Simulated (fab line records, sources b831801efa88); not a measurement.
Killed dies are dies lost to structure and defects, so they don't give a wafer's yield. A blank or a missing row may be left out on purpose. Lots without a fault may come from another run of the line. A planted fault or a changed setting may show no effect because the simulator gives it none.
A struck lot beside a sound one | flow sky130 | 16 steps out of a route of 708
Sound: wafers L283.2, L283.4, L283.5. Struck: wafer L294.2. (L294.1, L294.5 of the same lot were not struck and are left out.) The cause comes at the end.
At each step with rows: each side's tool, then ch and its chambers, then its first start. Under that, the readings that differ: sound wafers | struck wafers | difference of the means | sigmas: that difference in standard deviations of wafers without a fault.
alike: readings whose means differ by less than 2 such deviations, and words and numbers that are the same on both sides. not compared: withheld readings, readings that some wafer has no value for, bounds like >300 that may hide the same value, and numbers for which the record gives no deviation and whose values overlap.
The two part at a step that has a row with sigmas, a row that says differs or no value, or rows on one side only. Numbers that don't overlap but have no deviation are shown without sigmas and don't part them. A reading that every wafer of one side lacks parts them only if that side has two wafers or more.

first, 1 step without rows for these wafers: SKY_FIELD_ISO_DEVELOP_12 (develop time 60 s).
SKY_FIELD_ISO_CD_MEAS_13: target cd 150 nm.
  sound on cd_sem-02, day 2 20:43; struck on cd_sem-02, day 5 09:50
  alike: cd_nm
SKY_FIELD_ISO_ETCH_14: etches BARC in N2/H2, stops on SiO2, time 45.9 s, target depth 60 nm.
  sound on rie_diel-03 ch 0,3, day 2 20:49; struck on rie_diel-02 ch 3, day 5 09:57
  reading                     | sound       | struck | difference | sigmas
  drypump_motor_current_A (A) | 5.6 6.2 6.3 | 5.1    | -0.9       | -3
  alike: bias_w, chamber_pressure_mTorr, oes_product_au, throttle_valve_pct
  not compared: rf_hours_counter_h
SKY_FIELD_ISO_ETCH_15: etches the open film in CHF3/O2, stops on Si, target depth 180 nm, time 72 s.
  sound on rie_diel-03 ch 0,3, day 2 20:52; struck on rie_diel-02 ch 3, day 5 09:59
  reading                     | sound       | struck | difference | sigmas
  drypump_motor_current_A (A) | 5.6 6.2 6.2 | 5.2    | -0.8       | -2
  alike: bias_w, chamber_pressure_mTorr, oes_product_au, throttle_valve_pct
  not compared: rf_hours_counter_h
SKY_FIELD_ISO_STRIP_16: strips in O2/N2.
  sound on plasma_asher-01 ch 0,1, day 2 20:55; struck on plasma_asher-01 ch 1, day 5 10:03
  alike: chamber_pressure_mTorr, drypump_motor_current_A, oes_product_au, strip_time_to_endpoint_s
  not compared: rf_hours_counter_h
SKY_FIELD_ISO_ETCH_17: etches Si in HBr/Cl2/O2, target depth 342 nm, time 97.7 s.
  sound on rie_si-02 ch 0,1,3, day 2 21:01; struck on rie_si-02 ch 3, day 5 10:09
  reading                | sound                | struck | difference | sigmas
  throttle_valve_pct (%) | 25.639 25.629 25.657 | 25.673 | +0.031     | +2
  alike: bias_w, chamber_pressure_mTorr, drypump_motor_current_A, he_backside_leak_sccm, oes_product_au
  not compared: rf_hours_counter_h
then, 5 steps without rows for these wafers: SKY_FIELD_ISO_WET_ETCH_18 (etches Si3N4 in H3PO4, target depth 25 nm, time 286 s); SKY_FIELD_ISO_CLEAN_19 (cleans in SC1/SC2, time 150 s); SKY_FIELD_ISO_CLEAN_20 (cleans in dHF, time 20 s); SKY_FIELD_ISO_WET_ETCH_21 (etches SiO2 in dHF, target depth 20 nm, time 400 s); SKY_FIELD_ISO_OXIDATION_22 (stabilise 600 s, purge 300 s, target thk 10 nm).
SKY_FIELD_ISO_THK_MEAS_23:
  sound on film_metro-03, day 3 00:16; struck on film_metro-03, day 5 11:49
  alike: FIELD_ISO_OXIDATION_01_THK
SKY_FIELD_ISO_CVD_24: deposits SiO2, target thk 595 nm, time 99.2 s.
  sound on hdpcvd-01 ch 0,2, day 3 00:19; struck on hdpcvd-01 ch 0, day 5 11:52
  reading                                    | sound           | struck | difference | sigmas
  model.SiO2_of_FIELD_ISO_CVD_24.thk_nm (nm) | 596 598.6 585.6 | 632.8  | +39.4      |
SKY_FIELD_ISO_THK_MEAS_25:
  sound on film_metro-01, day 3 00:24; struck on film_metro-01, day 5 11:56
  reading                   | sound       | struck | difference | sigmas
  FIELD_ISO_CVD_24_THK (nm) | 596 599 586 | 633    | +39        | +7
then, 2 steps without rows for these wafers: SKY_FIELD_ISO_ANNEAL_26 (time 1800 s); SKY_PAD_OPEN_PROBE_99.

WHERE THEY PART
First at SKY_FIELD_ISO_ETCH_14; last, within this record, at SKY_FIELD_ISO_THK_MEAS_25.

WHY: what the simulator had put in
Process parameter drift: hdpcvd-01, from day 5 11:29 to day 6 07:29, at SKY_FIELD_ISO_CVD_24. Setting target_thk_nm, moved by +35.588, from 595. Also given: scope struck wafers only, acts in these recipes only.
